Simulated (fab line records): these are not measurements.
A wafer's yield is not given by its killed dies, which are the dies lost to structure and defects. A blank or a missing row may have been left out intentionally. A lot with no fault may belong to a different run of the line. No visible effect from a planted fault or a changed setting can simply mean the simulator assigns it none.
Problem report in the 8D (eight disciplines) form, filled by code    flow gf180mcu    the parts of the form that need people (team, actions taken, sign-off) are left out

## 1. THE ISSUE
Mean of doseIonsCm2 at GF_VT_IMPLANT_IMPLANT_08: 7.59e+12 across 6 wafers in 2 lots; on wafers with no fault it is 8.29e+12 (standard deviation 9.2e+09). That is -76 standard deviations from the usual mean.
Seen first at day 10 09:20 on implanter-02, wafer L333.1. The record holds 42 wafers of 14 lots with a number at this step. Rule for "out", or "out of limits": more than 4 standard deviations from the usual mean. The other wafers with a number count as sound.

## 2. WHAT THIS IS AND IS NOT
question                     is                      is not
which readings at this step  doseIonsCm2             -
which lots                   L333, L334              L318, L319, L321, L322, L323, L324, L325, L327, L328, L336, L337, L338
which wafers of those lots   all that have a number  -
read on which tools          implanter-02            implanter-03, implanter-04
when                         from day 10 09:20       up to then (27 sound wafers); but 9 sound wafers of L336, L337, L338 came after

## 3. THE SUSPECTS, EACH WITH WHAT RULES IT OUT
Counting: a tool at any process step up to the reading remains a suspect when it ran all the lots that are out and ran no sound lot after the first of those.
- implanter-02 at GF_VT_IMPLANT_IMPLANT_08: kept. Every lot that is out went through it, starting with L333 (day 10 09:20), and after that it ran no sound lot; the last sound lot it ran before then is L324 (day 7 21:48). On those wafers its own readings are out: doseIonsCm2.
After counting, what remains is implanter-02 at GF_VT_IMPLANT_IMPLANT_08.

## 4. THE CAUSE (what the simulator had put in)
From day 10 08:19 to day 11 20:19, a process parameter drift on implanter-02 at GF_VT_IMPLANT_IMPLANT_08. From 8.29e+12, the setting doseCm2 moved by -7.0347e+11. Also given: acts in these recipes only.
This tool alone remained once counting was done.

## 5. THE EFFECT CHAIN, in route order
One row per reading whose mean, taken over the struck wafers that have a number, lies over 3 standard deviations from the usual. Only readings whose record carries a usual standard deviation are examined. hours: median over the lots of the time between each lot's start at the first step of this table that gives one and its start at this step. sigmas: the change, counted in usual standard deviations.
hours  step                      reading           usual     on struck wafers  change     sigmas
0      GF_VT_IMPLANT_IMPLANT_08  doseIonsCm2       8.29e+12  7.59e+12          -7.00e+11  -76
0      GF_VT_IMPLANT_IMPLANT_08  faradayCurrentUA  46.9      43.2              -3.7       -3.8
It contains these process steps:
- GF_VT_IMPLANT_IMPLANT_08
Later steps that measure or inspect, where all struck wafers having a row at the step show a number for every such reading and not one has moved that far: GF_HV_LDD_TW_MEAS_23, GF_NSD_OVL_MEAS_08.

## 6. WHAT WOULD HAVE CAUGHT IT SOONER
In this record the first reading out of limits was taken at day 10 09:20, 1 hour after the fault began at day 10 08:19.
